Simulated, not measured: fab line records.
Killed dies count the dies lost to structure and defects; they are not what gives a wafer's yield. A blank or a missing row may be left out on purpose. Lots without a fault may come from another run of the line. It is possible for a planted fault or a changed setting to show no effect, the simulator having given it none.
fab line records	flow sky130
record: lots: 5	wafers: 15	lastDay: 49
route steps=708 shown LDD_LDN@292 SPACER@304 POLY_CUT@307 SD_P@320 RES_XHIGH@332 PAD_OPEN@708
lots that met no fault: taken from a fault-free run of the same line
startH: hours from the record's opening day to when the first of the lot's shown wafers began	waitH: hours from the lot's prior step to this one	" same as the row above	L1.1+2: one row covering several wafers at once	- no value, or no start was given	* or withheld: withheld	< > ~ a bound
route shown NAME@n: NAME is a module with steps in the file, n the number in the route of the first one	usual: the fault-free wafers' mean and standard deviation	same: alike in all rows	chamber/n: place in a boat	sites: each site's reading	_std_site: the standard deviation of these	_edge_site: outer sites' mean less inner sites'	radiusMm: how far each site lies from the wafer's centre	mask NAME#n: copy n	behind: the last tool/chamber to shape the wafer	hold: why the lot was held/for how many hours/how that ended	device: transistor that didn't switch, given as n, p or np	end of line: the tests these same wafers got at the end of their route	for a step that has no rows: nothing shown but its recipe	killed: not the wafer's yield, but the dies lost to structure and defects at the first sort	map: shows each die of a wafer: x if killed, . if not, _ if none is there
set.NAME: setting as actually run; set.NAME@STEP: the setting as run at that earlier step	model.NAME: the simulator's own value behind a step, which no gauge read
certain route steps with their lots: each step a table, each wafer a row
services: from which hour (startH, from the record's first day; less than 0 if before it) a tool's chamber was out of use, for how many hours, and why
== steps ==
step: SKY_LDD_LDN_SOFTBAKE_03
recipe: tempC: 90	timeS: 60	resist: NOVOLAK
step: SKY_LDD_LDN_EXPOSE_04
recipe: maskId: LDNTM	na: 0.6	sourceShape: conventional	sigmaOuter: 0.6	polarization: unpolarized	targetCdNm: 700	doseMj: 140
step: SKY_LDD_LDN_PEB_05
recipe: tempC: withheld	timeS: *	resist: NOVOLAK
step: SKY_LDD_LDN_DEVELOP_06
recipe: resist: NOVOLAK	developer: TMAH	developTimeS: 60	devTempC: 23
step: SKY_LDD_LDN_OVL_MEAS_07
usual: LDD_LDN_OVL: 0.1/1.5
lot.wafer	tool	chamber	startH	waitH	LDD_LDN_OVL[nm]
L265.2	overlay-01	-	528.29	0.1	2.5
L265.4	"	-	"	"	1.9
L265.5	"	-	"	"	0.7
L268.1	overlay-01	-	555.89	0.1	-0.2
L268.4	"	-	"	"	-2.9
L268.5	"	-	"	"	-1.6
L273.1	overlay-01	-	607.54	0.1	0.5
L273.3	"	-	"	"	-0.2
L273.4	"	-	"	"	-0.1
L274.1	overlay-01	-	608.58	0.1	-2.0
L274.2	"	-	"	"	-2.1
L274.5	"	-	"	"	-0.8
L282.2	overlay-02	-	667.39	0.1	1.7
L282.3	"	-	"	"	-1.1
L282.4	"	-	"	"	0.9
step: SKY_LDD_LDN_IMPLANT_08
recipe: species: As	energyKev: 15	doseCm2: 1.25e+13	tiltDeg: withheld	rotationDeg: 23
step: SKY_LDD_LDN_IMPLANT_09
recipe: species: As	energyKev: 15	doseCm2: 1.25e+13	tiltDeg: withheld	rotationDeg: 113
step: SKY_LDD_LDN_IMPLANT_10
recipe: species: As	energyKev: 15	doseCm2: 1.25e+13	tiltDeg: withheld	rotationDeg: 203
step: SKY_LDD_LDN_IMPLANT_11
recipe: species: As	energyKev: 15	doseCm2: 1.25e+13	tiltDeg: withheld	rotationDeg: 293
step: SKY_LDD_LDN_STRIP_12
recipe: chemistry: O2/N2	powerW: 1400	pressureMtorr: 1500	platenTempC: withheld	o2FlowSccm: 3000	n2FlowSccm: 300	overashFraction: 0.5
usual: drypumpMotorCurrentA: 5.8/0.35	oesProductAu: 0.716/0.0041	stripTimeToEndpointS: 14.18/0.036
lot.wafer	tool	chamber	startH	waitH	drypumpMotorCurrentA	oesProductAu	rfHoursCounterH	stripTimeToEndpointS
L265.2	plasmaAsher-03	0	528.92	0.1	5.2	0.710	71	14.17
L265.4	"	1	"	"	6.3	0.714	-	14.16
L265.5	"	0	"	"	5.2	0.708	-	14.20
L268.1	plasmaAsher-01	0	556.52	0.1	5.5	0.723	45	14.11
L268.4	"	0	"	"	5.5	0.718	-	14.15
L268.5	"	0	"	"	5.5	0.716	-	14.14
L273.1	plasmaAsher-02	1	608.17	0.1	5.9	0.712	17	14.17
L273.3	"	1	"	"	5.9	0.716	-	14.15
L273.4	"	0	"	"	5.5	0.714	-	14.19
L274.1	plasmaAsher-03	1	609.22	0.1	6.3	0.715	79	14.14
L274.2	"	0	"	"	5.2	0.722	79	14.21
L274.5	"	1	"	"	6.3	0.706	-	14.18
L282.2	plasmaAsher-01	0	668.02	0.1	5.5	0.711	57	14.19
L282.3	"	1	"	"	6.1	0.717	-	14.18
L282.4	"	0	"	"	5.5	0.710	-	14.18
step: SKY_LDD_LDN_TW_MEAS_13
usual: LDD_LDN_TW: 1484/13
lot.wafer	tool	chamber	startH	waitH	LDD_LDN_TW
L265.2	filmMetro-03	-	529.03	0.1	1482
L265.4	"	-	"	"	1482
L265.5	"	-	"	"	1486
L268.1	filmMetro-03	-	556.62	0.1	1463
L268.4	"	-	"	"	1466
L268.5	"	-	"	"	1476
L273.1	filmMetro-04	-	608.27	0.1	1491
L273.3	"	-	"	"	1490
L273.4	"	-	"	"	1498
L274.1	filmMetro-02	-	609.32	0.1	1472
L274.2	"	-	"	"	1476
L274.5	"	-	"	"	1463
L282.2	filmMetro-02	-	668.13	0.1	1454
L282.3	"	-	"	"	1468
L282.4	"	-	"	"	1468
step: SKY_LDD_LDN_CLEAN_14
recipe: chemistry: SC1/SC2	mix: 1:4:20	tempC: 70	timeS: 150	dry: n2Spin
step: SKY_SPACER_CVD_00
recipe: material: Si3N4	precursor: DCS/NH3	targetThkNm: 43.1	tempC: 770	timeS: 740	pressureMtorr: 250
lot.wafer	tool	chamber	startH	waitH
L265.2+4+5	lpcvd-02	0	529.13	0.0
L268.1+4+5	lpcvd-02	0	557.30	0.6
L273.1+3+4	lpcvd-02	0	608.38	0.0
L274.1+2+5	lpcvd-02	1	609.59	0.2
L282.2+3+4	lpcvd-02	0	669.11	0.9
step: SKY_SPACER_THK_MEAS_01
recipe: reads: Si3N4_of_SPACER_CVD_00
usual: SPACER_CVD_00_THK: 42.8/0.32
lot.wafer	tool	chamber	startH	waitH	SPACER_CVD_00_THK[nm]
L265.2	filmMetro-04	-	530.95	0.0	42.8
L265.4	"	-	"	"	42.6
L265.5	"	-	"	"	42.7
L268.1	filmMetro-04	-	558.51	0.0	42.9
L268.4	"	-	"	"	42.7
L268.5	"	-	"	"	42.9
L273.1	filmMetro-02	-	609.59	0.0	42.2
L273.3	"	-	"	"	42.3
L273.4	"	-	"	"	42.4
L274.1	filmMetro-04	-	610.79	0.0	42.8
L274.2	"	-	"	"	42.9
L274.5	"	-	"	"	42.9
L282.2	filmMetro-01	-	670.32	0.0	43.0
L282.3	"	-	"	"	43.1
L282.4	"	-	"	"	42.8
step: SKY_SPACER_ETCHBACK_02
recipe: chemistry: CH3F/O2	target: Si3N4	stopOn: SiO2	sourceW: 400	biasW: 80	pressureMtorr: 25	ch3fFlowSccm: 40	O2_flow_sccm: 30	timeS: 46.7	targetDepthA: 450
usual: biasW: 80.00/0.24	drypumpMotorCurrentA: 5.6/0.47	oesProductAu: 0.851/0.0062	rfFwdPowerW: 395.6/1.9	throttleValvePct: 10.562/0.0098
lot.wafer	tool	chamber	startH	waitH	biasW	drypumpMotorCurrentA	oesProductAu	rfFwdPowerW	rfHoursCounterH	throttleValvePct
L265.2	rieDiel-03	1	531.00	0.0	79.58	5.0	0.853	399.0	9	10.557
L265.4	"	2	"	"	79.99	5.4	0.847	397.6	4	10.558
L265.5	"	3	"	"	80.14	6.5	0.850	398.5	-	10.559
L268.1	rieDiel-02	2	558.57	0.1	79.91	6.0	0.852	396.0	20	10.566
L268.4	"	3	"	"	80.04	5.2	0.853	395.0	10	10.563
L268.5	"	2	"	"	79.76	6.0	0.860	397.9	-	10.577
L273.1	rieDiel-01	0	609.65	0.1	80.31	6.1	0.841	393.8	3	10.573
L273.3	"	1	"	"	80.13	5.7	0.854	394.2	1	10.572
L273.4	"	3	"	"	79.92	4.9	0.857	395.6	5	10.558
L274.1	rieDiel-02	1	610.85	0.1	80.12	5.5	0.861	396.9	0	10.571
L274.2	"	2	"	"	80.26	6.0	0.844	395.4	22	10.568
L274.5	"	3	"	"	80.17	5.2	0.852	395.5	-	10.567
L282.2	rieDiel-02	0	670.37	0.0	80.05	5.2	0.851	394.2	50	10.555
L282.3	"	1	"	"	79.66	5.5	0.855	395.8	1	10.578
L282.4	"	2	"	"	79.58	6.0	0.852	396.2	23	10.578
step: SKY_POLY_CUT_DEHYDRATE_00
recipe: tempC: 200	timeS: 60
step: SKY_POLY_CUT_HMDS_01
recipe: primeTimeS: 60	primeTempC: 120
step: SKY_POLY_CUT_COAT_02
recipe: resist: BARC	tempC: withheld	timeS: withheld	spinRpm: 3000	resistThkNm: 60
step: SKY_POLY_CUT_COAT_03
recipe: resist: KrF-thick	spinRpm: 3000	resistThkNm: 450
step: SKY_POLY_CUT_SOFTBAKE_04
recipe: tempC: 100	timeS: 90	resist: KrF-thick
step: SKY_POLY_CUT_EXPOSE_05
recipe: maskId: NPCM	na: 0.8	sourceShape: annular	sigmaInner: 0.55	sigmaOuter: 0.85	targetCdNm: 270	doseMj: 32
step: SKY_POLY_CUT_PEB_06
recipe: pebTempC: withheld	pebTimeS: withheld	resist: KrF-thick
step: SKY_POLY_CUT_DEVELOP_07
recipe: developTimeS: 60	resist: KrF-thick	devTempC: 21
step: SKY_POLY_CUT_CD_MEAS_08
recipe: targetCdNm: 270
usual: cdNm: 269.7/1.7
lot.wafer	tool	chamber	startH	waitH	cdNm
L265.2	cdSem-02	-	561.31	-	271.5
L265.4	"	-	"	"	271.4
L265.5	"	-	"	"	272.0
L268.1	cdSem-02	-	587.82	-	268.7
L268.4	"	-	"	"	267.5
L268.5	"	-	"	"	267.3
L273.1	cdSem-02	-	637.54	-	269.9
L273.3	"	-	"	"	269.0
L273.4	"	-	"	"	268.2
L274.1	cdSem-02	-	639.37	-	271.0
L274.2	"	-	"	"	270.5
L274.5	"	-	"	"	271.0
L282.2	cdSem-02	-	698.50	-	267.7
L282.3	"	-	"	"	268.6
L282.4	"	-	"	"	268.0
step: SKY_POLY_CUT_OVL_MEAS_09
usual: POLY_CUT_OVL: -1/5.6
lot.wafer	tool	chamber	startH	waitH	POLY_CUT_OVL[nm]
L265.2	overlay-01	-	561.41	0.1	-5
L265.4	"	-	"	"	-10
L265.5	"	-	"	"	-8
L268.1	overlay-02	-	587.94	0.1	6
L268.4	"	-	"	"	3
L268.5	"	-	"	"	4
L273.1	overlay-01	-	637.66	0.1	3
L273.3	"	-	"	"	-1
L273.4	"	-	"	"	0
L274.1	overlay-01	-	639.49	0.1	-5
L274.2	"	-	"	"	-8
L274.5	"	-	"	"	-9
L282.2	overlay-02	-	698.61	0.1	1
L282.3	"	-	"	"	2
L282.4	"	-	"	"	0
step: SKY_POLY_CUT_ETCH_10
recipe: chemistry: N2/H2	target: BARC	ionEnergyEv: 200	sourceW: 500	biasW: 100	pressureMtorr: 30	n2FlowSccm: 100	h2FlowSccm: 200	stopOn: SiO2	timeS: 46.91	targetDepthA: 600
step: SKY_POLY_CUT_ETCH_11
recipe: target: Si3N4	chemistry: CF4/CH2F2/Ar	stopOn: poly-Si	sourceW: 600	biasW: 150	pressureMtorr: 40	cf4FlowSccm: 40	ch2f2FlowSccm: 20	Ar_flow_sccm: 150	timeS: 42.5	targetDepthA: 600
usual: biasW: 150.0/0.44	drypumpMotorCurrentA: 5.6/0.45	oesProductAu: 0.827/0.0062	rfFwdPowerW: 592.7/2.8	throttleValvePct: 14.994/0.0092
lot.wafer	tool	chamber	startH	waitH	biasW	drypumpMotorCurrentA	oesProductAu	rfFwdPowerW	rfHoursCounterH	throttleValvePct
L265.2	rieDiel-01	3	561.49	0.0	150.3	4.9	0.836	591.4	5	14.981
L265.4	"	0	"	"	150.8	6.1	0.827	591.7	2	14.975
L265.5	"	2	"	"	149.2	5.8	0.823	592.3	-	14.997
L268.1	rieDiel-01	2	588.02	0.0	150.1	5.8	0.829	590.7	8	14.985
L268.4	"	3	"	"	150.0	5.0	0.839	592.4	5	14.986
L268.5	"	2	"	"	149.9	5.8	0.839	588.4	-	14.998
L273.1	rieDiel-01	1	637.74	0.0	150.5	5.8	0.824	589.4	1	14.981
L273.3	"	3	"	"	149.4	4.9	0.823	592.5	6	14.982
L273.4	"	2	"	"	150.5	5.8	0.824	590.6	9	14.987
L274.1	rieDiel-03	1	639.57	0.0	149.7	5.0	0.829	593.9	11	14.996
L274.2	"	2	"	"	150.6	5.4	0.826	596.1	6	15.011
L274.5	"	3	"	"	149.7	6.5	0.827	597.4	-	14.981
L282.2	rieDiel-04	0	698.68	0.0	149.7	5.3	0.822	598.1	3	15.004
L282.3	"	3	"	"	149.9	6.0	0.811	591.2	2	15.005
L282.4	"	2	"	"	150.1	5.2	0.822	593.2	3	14.979
step: SKY_POLY_CUT_STRIP_12
recipe: chemistry: O2/N2	powerW: 1400	pressureMtorr: 1500	platenTempC: withheld	o2FlowSccm: 3000	n2FlowSccm: 300	overashFraction: 0.5
usual: drypumpMotorCurrentA: 6.0/0.46	oesProductAu: 0.452/0.0047	stripTimeToEndpointS: 5.357/0.018
lot.wafer	tool	chamber	startH	waitH	drypumpMotorCurrentA	oesProductAu	rfHoursCounterH	stripTimeToEndpointS
L265.2	plasmaAsher-04	0	561.53	0.0	6.2	0.454	88	5.362
L265.4	"	1	"	"	6.7	0.444	-	5.370
L265.5	"	0	"	"	6.3	0.450	-	5.362
L268.1	plasmaAsher-01	1	588.06	0.0	6.1	0.454	48	5.340
L268.4	"	0	"	"	5.5	0.455	-	5.334
L268.5	"	1	"	"	6.1	0.455	-	5.358
L273.1	plasmaAsher-01	1	637.78	0.0	6.1	0.453	54	5.362
L273.3	"	0	"	"	5.5	0.461	-	5.381
L273.4	"	1	"	"	6.1	0.450	-	5.374
L274.1	plasmaAsher-01	0	639.61	0.0	5.5	0.454	54	5.358
L274.2	"	1	"	"	6.1	0.447	54	5.348
L274.5	"	0	"	"	5.5	0.450	-	5.365
L282.2	plasmaAsher-01	0	698.72	0.0	5.5	0.455	60	5.377
L282.3	"	0	"	"	5.5	0.464	-	5.379
L282.4	"	1	"	"	6.1	0.446	-	5.365
step: SKY_SD_P_DEHYDRATE_00
recipe: tempC: 200	timeS: 60
step: SKY_SD_P_HMDS_01
recipe: primeTimeS: 60	primeTempC: 120
step: SKY_SD_P_COAT_02
recipe: resist: NOVOLAK	spinRpm: 3000	resistThkNm: 1140
step: SKY_SD_P_SOFTBAKE_03
recipe: tempC: 90	timeS: 60	resist: NOVOLAK
step: SKY_SD_P_EXPOSE_04
recipe: maskId: PSDM	na: 0.6	sourceShape: conventional	sigmaOuter: 0.6	polarization: unpolarized	targetCdNm: 380	doseMj: 138
step: SKY_SD_P_PEB_05
recipe: tempC: withheld	timeS: *	resist: NOVOLAK
step: SKY_SD_P_DEVELOP_06
recipe: resist: NOVOLAK	developer: TMAH	developTimeS: 60	devTempC: 23
step: SKY_SD_P_CD_MEAS_07
recipe: targetCdNm: 380
usual: cdNm: 380.9/1.8
lot.wafer	tool	chamber	startH	waitH	cdNm
L265.2	cdSem-01	-	591.49	0.1	381.0
L265.4	"	-	"	"	381.0
L265.5	"	-	"	"	383.7
L268.1	cdSem-02	-	616.97	0.1	381.7
L268.4	"	-	"	"	381.0
L268.5	"	-	"	"	380.7
L273.1	cdSem-02	-	666.64	0.1	380.9
L273.3	"	-	"	"	382.6
L273.4	"	-	"	"	381.5
L274.1	cdSem-02	-	667.54	0.1	383.5
L274.2	"	-	"	"	382.2
L274.5	"	-	"	"	383.1
L282.2	cdSem-01	-	725.61	0.1	380.1
L282.3	"	-	"	"	381.0
L282.4	"	-	"	"	380.6
step: SKY_SD_P_OVL_MEAS_08
usual: SD_P_OVL: 0.2/1.1
lot.wafer	tool	chamber	startH	waitH	SD_P_OVL[nm]
L265.2	overlay-01	-	591.60	0.1	1.2
L265.4	"	-	"	"	1.1
L265.5	"	-	"	"	-1.7
L268.1	overlay-01	-	617.09	0.1	0.6
L268.4	"	-	"	"	0.9
L268.5	"	-	"	"	0.4
L273.1	overlay-01	-	666.76	0.1	-1.1
L273.3	"	-	"	"	-1.7
L273.4	"	-	"	"	-1.2
L274.1	overlay-02	-	667.66	0.1	-0.4
L274.2	"	-	"	"	-1.1
L274.5	"	-	"	"	-0.1
L282.2	overlay-01	-	725.75	0.1	2.4
L282.3	"	-	"	"	1.2
L282.4	"	-	"	"	1.6
step: SKY_SD_P_IMPLANT_09
recipe: species: BF2	energyKev: 20	doseCm2: 3e+15	tiltDeg: 0
step: SKY_SD_P_STRIP_10
recipe: chemistry: O2/N2	powerW: 1400	pressureMtorr: 1500	platenTempC: withheld	o2FlowSccm: 3000	n2FlowSccm: 300	overashFraction: 0.5
usual: drypumpMotorCurrentA: 6.0/0.4	oesProductAu: 0.618/0.0048	stripTimeToEndpointS: 17.49/0.036
lot.wafer	tool	chamber	startH	waitH	drypumpMotorCurrentA	oesProductAu	rfHoursCounterH	stripTimeToEndpointS
L265.2	plasmaAsher-02	0	591.93	0.2	5.6	0.623	16	17.46
L265.4	"	1	"	"	5.8	0.612	-	17.44
L265.5	"	0	"	"	5.6	0.624	-	17.48
L268.1	plasmaAsher-02	1	617.28	0.1	5.9	0.616	18	17.43
L268.4	"	1	"	"	5.8	0.620	-	17.50
L268.5	"	0	"	"	5.5	0.621	-	17.47
L273.1	plasmaAsher-04	1	666.94	0.1	6.7	0.625	99	17.45
L273.3	"	0	"	"	6.2	0.611	-	17.48
L273.4	"	1	"	"	6.7	0.622	-	17.47
L274.1	plasmaAsher-04	1	667.84	0.1	6.7	0.610	99	17.44
L274.2	"	0	"	"	6.2	0.620	99	17.40
L274.5	"	0	"	"	6.2	0.622	-	17.42
L282.2	plasmaAsher-02	0	725.93	0.1	5.6	0.609	29	17.42
L282.3	"	1	"	"	5.9	0.614	-	17.45
L282.4	"	0	"	"	5.6	0.615	-	17.47
step: SKY_SD_P_TW_MEAS_11
usual: SD_P_TW: 2823/18
lot.wafer	tool	chamber	startH	waitH	SD_P_TW
L265.2	filmMetro-01	-	592.04	0.1	2831
L265.4	"	-	"	"	2831
L265.5	"	-	"	"	2813
L268.1	filmMetro-01	-	617.38	0.1	2839
L268.4	"	-	"	"	2847
L268.5	"	-	"	"	2826
L273.1	filmMetro-01	-	667.04	0.1	2804
L273.3	"	-	"	"	2829
L273.4	"	-	"	"	2834
L274.1	filmMetro-03	-	667.94	0.1	2841
L274.2	"	-	"	"	2850
L274.5	"	-	"	"	2822
L282.2	filmMetro-03	-	726.04	0.1	2846
L282.3	"	-	"	"	2855
L282.4	"	-	"	"	2843
step: SKY_RES_XHIGH_DEHYDRATE_00
recipe: tempC: 200	timeS: 60
step: SKY_RES_XHIGH_HMDS_01
recipe: primeTimeS: 60	primeTempC: 120
step: SKY_PAD_OPEN_PROBE_99
usual: killed_at_M0_to_M3: 43/7.7	killed_at_M4_up: 2.9/1.7	killedAtContacts: 24/5.5	killedAtFrontEnd: 15/4	killedAtOther: 0.4/0.66	killedDies: 86/9.4	killedOpen: 47/6.7	killedShort: 38/6.2
same: grossDies: 492	killedAtBackSide: 0
lot.wafer	tool	chamber	startH	waitH	killed_at_M0_to_M3	killed_at_M4_up	killedAtContacts	killedAtFrontEnd	killedAtOther	killedDies	killedOpen	killedShort	model.etest.pfet_16v.rOnOhmUm	model.etest.resNwell.lineOhmUm	model.etest.nfet_16v.rOnOhmUm	model.etest.resNwell.rsOhmSq	model.etest.pfetG5v0d10v5.rOnOhmUm	model.etest.tip_p_5v.rsOhmSq	model.etest.tipP.rsOhmSq	model.etest.resIsoPwell.widthNm
L265.2	prober-02	-	1074.36	0.1	53	3	19	10	0	85	50	35	1.474e+04	985.7	1.456e+04	840.1	4805	2780	6816	2628
L265.4	prober-02	-	1074.46	0.2	53	3	24	14	0	94	50	43	1.489e+04	1022	1.468e+04	846.6	4837	2785	6864	2647
L265.5	prober-02	-	1074.51	0.2	51	2	31	14	0	98	51	47	1.463e+04	996.1	1.449e+04	844.3	4737	2776	6922	2649
L268.1	prober-01	-	1094.45	0.1	43	5	37	17	1	103	48	54	1.573e+04	1107	1.454e+04	938.7	4789	2778	6901	2628
L268.4	prober-01	-	1094.60	0.2	33	4	23	17	0	77	41	36	1.576e+04	1113	1.462e+04	942.7	4851	2793	6894	2631
L268.5	prober-01	-	1094.65	0.2	41	2	15	14	0	72	40	31	1.503e+04	1058	1.45e+04	891.8	4933	2790	6864	2651
L273.1	prober-02	-	1131.25	0.1	35	5	27	12	0	79	42	37	1.522e+04	1177	1.399e+04	970.7	4721	2830	6780	2636
L273.3	prober-02	-	1131.35	0.2	45	4	25	20	0	94	51	42	1.536e+04	1174	1.399e+04	974.8	4744	2860	6820	2650
L273.4	prober-02	-	1131.40	0.2	45	2	26	11	0	84	52	32	1.574e+04	1202	1.41e+04	1001	4740	2860	6848	2644
L274.1	prober-01	-	1133.22	0.1	40	2	28	16	1	87	45	42	1.56e+04	1182	1.404e+04	994.6	4895	2804	6939	2634
L274.2	prober-01	-	1133.27	0.1	45	5	17	22	1	90	50	40	1.559e+04	1199	1.404e+04	1010	4821	2815	6947	2648
L274.5	prober-01	-	1133.42	0.2	52	6	22	10	0	90	50	40	1.559e+04	1208	1.392e+04	1016	4761	2799	6923	2642
L282.2	prober-01	-	1170.55	0.1	32	2	28	15	1	78	44	34	1.586e+04	1522	1.358e+04	1251	4789	2931	6971	2668
L282.3	prober-01	-	1170.60	0.2	35	3	38	20	1	97	55	41	1.564e+04	1486	1.343e+04	1214	4787	2921	7005	2664
L282.4	prober-01	-	1170.65	0.2	34	2	25	12	0	73	40	33	1.573e+04	1522	1.36e+04	1253	4769	2922	6994	2661
killed by level:class
L265.2 VIA1:geometricParticle:open=15 CONTACT:geometricParticle:open=11 VIA3:geometricParticle:open=9 METAL2:geometricParticle:short=8 METAL1:geometricParticle:short=5 CONTACT:geometricParticle:short=4 VIA1:geometricParticle:short=4 VIA2:geometricParticle:open=4
L265.4 VIA1:geometricParticle:open=18 LI_CONTACT:geometricParticle:open=11 VIA1:geometricParticle:short=9 CONTACT:geometricParticle:open=7 METAL2:geometricParticle:short=5 FIELD_ISO:geometricParticle:short=4 POLY_GATE:geometricParticle:short=4 METAL3:geometricParticle:short=4
L265.5 CONTACT:geometricParticle:short=10 LI_CONTACT:geometricParticle:open=9 CONTACT:geometricParticle:open=8 VIA1:geometricParticle:short=8 VIA1:geometricParticle:open=7 METAL2:geometricParticle:short=7 FIELD_ISO:geometricParticle:open=5 METAL1:geometricParticle:short=5
L268.1 CONTACT:geometricParticle:open=14 METAL2:geometricParticle:short=9 LI_CONTACT:geometricParticle:open=9 VIA1:geometricParticle:open=9 METAL1:geometricParticle:short=8 CONTACT:geometricParticle:short=7 VIA3:geometricParticle:short=5 METAL4:geometricParticle:short=5
L268.4 CONTACT:geometricParticle:open=10 METAL1:geometricParticle:short=8 FIELD_ISO:geometricParticle:short=6 LI_CONTACT:geometricParticle:open=6 VIA1:geometricParticle:open=5 VIA3:geometricParticle:open=5 POLY_GATE:geometricParticle:open=4 LI_CONTACT:geometricParticle:short=3
L268.5 VIA1:geometricParticle:open=9 LI_CONTACT:geometricParticle:open=6 VIA1:geometricParticle:short=6 VIA3:geometricParticle:open=6 FIELD_ISO:geometricParticle:open=4 CONTACT:geometricParticle:open=4 VIA2:geometricParticle:open=4 METAL3:geometricParticle:short=4
L273.1 CONTACT:geometricParticle:open=12 LI_CONTACT:geometricParticle:open=5 VIA2:geometricParticle:open=5 VIA3:geometricParticle:open=5 POLY_GATE:geometricParticle:short=4 LOCAL_INTERCONNECT:geometricParticle:short=4 METAL1:geometricParticle:short=4 VIA1:geometricParticle:open=4
L273.3 VIA1:geometricParticle:open=12 VIA2:geometricParticle:open=8 CONTACT:geometricParticle:open=6 LI_CONTACT:geometricParticle:open=5 FIELD_ISO:geometricParticle:open=5 LOCAL_INTERCONNECT:geometricParticle:short=5 LI_CONTACT:geometricParticle:short=5 VIA1:geometricParticle:short=5
L273.4 VIA1:geometricParticle:open=14 LI_CONTACT:geometricParticle:open=12 CONTACT:geometricParticle:open=8 METAL2:geometricParticle:short=6 VIA2:geometricParticle:open=5 VIA3:geometricParticle:short=5 FIELD_ISO:geometricParticle:short=4 VIA3:geometricParticle:open=4
L274.1 VIA1:geometricParticle:open=11 CONTACT:geometricParticle:open=9 CONTACT:geometricParticle:short=7 VIA1:geometricParticle:short=6 FIELD_ISO:geometricParticle:short=5 LOCAL_INTERCONNECT:geometricParticle:short=5 METAL3:geometricParticle:short=5 VIA3:geometricParticle:open=5
L274.2 VIA1:geometricParticle:open=10 VIA2:geometricParticle:open=7 POLY_GATE:geometricParticle:open=6 CONTACT:geometricParticle:open=6 METAL1:geometricParticle:short=6 FIELD_ISO:geometricParticle:short=5 LI_CONTACT:geometricParticle:open=5 METAL2:geometricParticle:short=5
L274.5 VIA1:geometricParticle:open=16 VIA2:geometricParticle:open=11 METAL2:geometricParticle:short=8 CONTACT:geometricParticle:open=7 LOCAL_INTERCONNECT:geometricParticle:short=5 METAL4:geometricParticle:short=5 VIA1:geometricParticle:short=5 FIELD_ISO:geometricParticle:short=4
L282.2 CONTACT:geometricParticle:open=9 LI_CONTACT:geometricParticle:open=8 VIA2:geometricParticle:open=7 POLY_GATE:geometricParticle:open=5 CONTACT:geometricParticle:short=5 VIA3:geometricParticle:open=5 FIELD_ISO:geometricParticle:short=4 METAL1:geometricParticle:short=4
L282.3 CONTACT:geometricParticle:open=18 VIA1:geometricParticle:short=7 CONTACT:geometricParticle:short=6 VIA1:geometricParticle:open=6 POLY_GATE:geometricParticle:open=5 LI_CONTACT:geometricParticle:open=5 LOCAL_INTERCONNECT:geometricParticle:short=5 VIA3:geometricParticle:open=5
L282.4 CONTACT:geometricParticle:open=12 VIA1:geometricParticle:open=7 VIA1:geometricParticle:short=5 POLY_GATE:geometricParticle:short=4 LI_CONTACT:geometricParticle:open=4 CONTACT:geometricParticle:short=4 METAL2:geometricParticle:short=4 POLY_GATE:geometricParticle:open=3
== services ==
tool	chamber	startH	hours	kind
plasmaAsher-02	-	512.16	2.7	pm
rieDiel-02	2	517.24	14.0	repair
rieDiel-01	1	535.40	-	clean
rieDiel-01	1	535.40	18.9	scheduledDown
plasmaAsher-02	-	575.01	9.5	repair
rieDiel-01	-	601.03	7.9	repair
plasmaAsher-04	-	604.98	2.0	repair
rieDiel-04	3	610.07	2.8	repair
plasmaAsher-03	-	624.33	12.8	repair
rieDiel-01	1	629.23	4.1	repair
rieDiel-04	2	634.58	2.7	repair
rieDiel-04	-	639.05	7.0	repair
rieDiel-01	-	640.25	2.8	pm
rieDiel-02	-	645.53	0.2	repair
rieDiel-02	0	648.64	13.1	repair
lpcvd-02	-	650.49	1.6	repair
lpcvd-02	-	652.50	0.8	repair
plasmaAsher-01	-	652.71	3.1	repair
rieDiel-03	0	663.81	8.6	repair
rieDiel-02	3	683.51	2.7	repair
rieDiel-02	0	687.69	10.5	repair
lpcvd-02	-	700.93	14.6	pm
rieDiel-01	0	706.44	10.7	repair
rieDiel-03	0	710.45	5.0	repair
== key ==
firstSign none at tools or gauges
modelEffect: step: SKY_PAD_OPEN_PROBE_99	value: etest.pfet_16v.rOnOhmUm	without: 1.503e+04	struck: 1.574e+04
metAt SKY_SPACER_CVD_00
struckWafers L282.2,L282.3,L282.4
testerLeftOut L282
onsetBetween 608.38 669.11
alsoFits time
earlierFault: kind: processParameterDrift	tool: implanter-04	chamber: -	onsetH: 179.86	steps: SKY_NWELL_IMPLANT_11	channel: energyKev	offset: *	shape: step	endH: 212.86	actsIn: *	stated: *
fault: kind: processParameterDrift	tool: lpcvd-02	chamber: 0	onsetH: 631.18	steps: SKY_SPACER_CVD_00	channel: tempC	offset: *	shape: step	endH: 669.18	actsIn: *	stated: *
testerLeftOut: of these lots the tester's yield and bins aren't shown, on N5 and GAA mostly nor the transistor test; their killed dies are dies lost to structure and defects alone, not to doping, threshold or leakage, so they don't give the yield
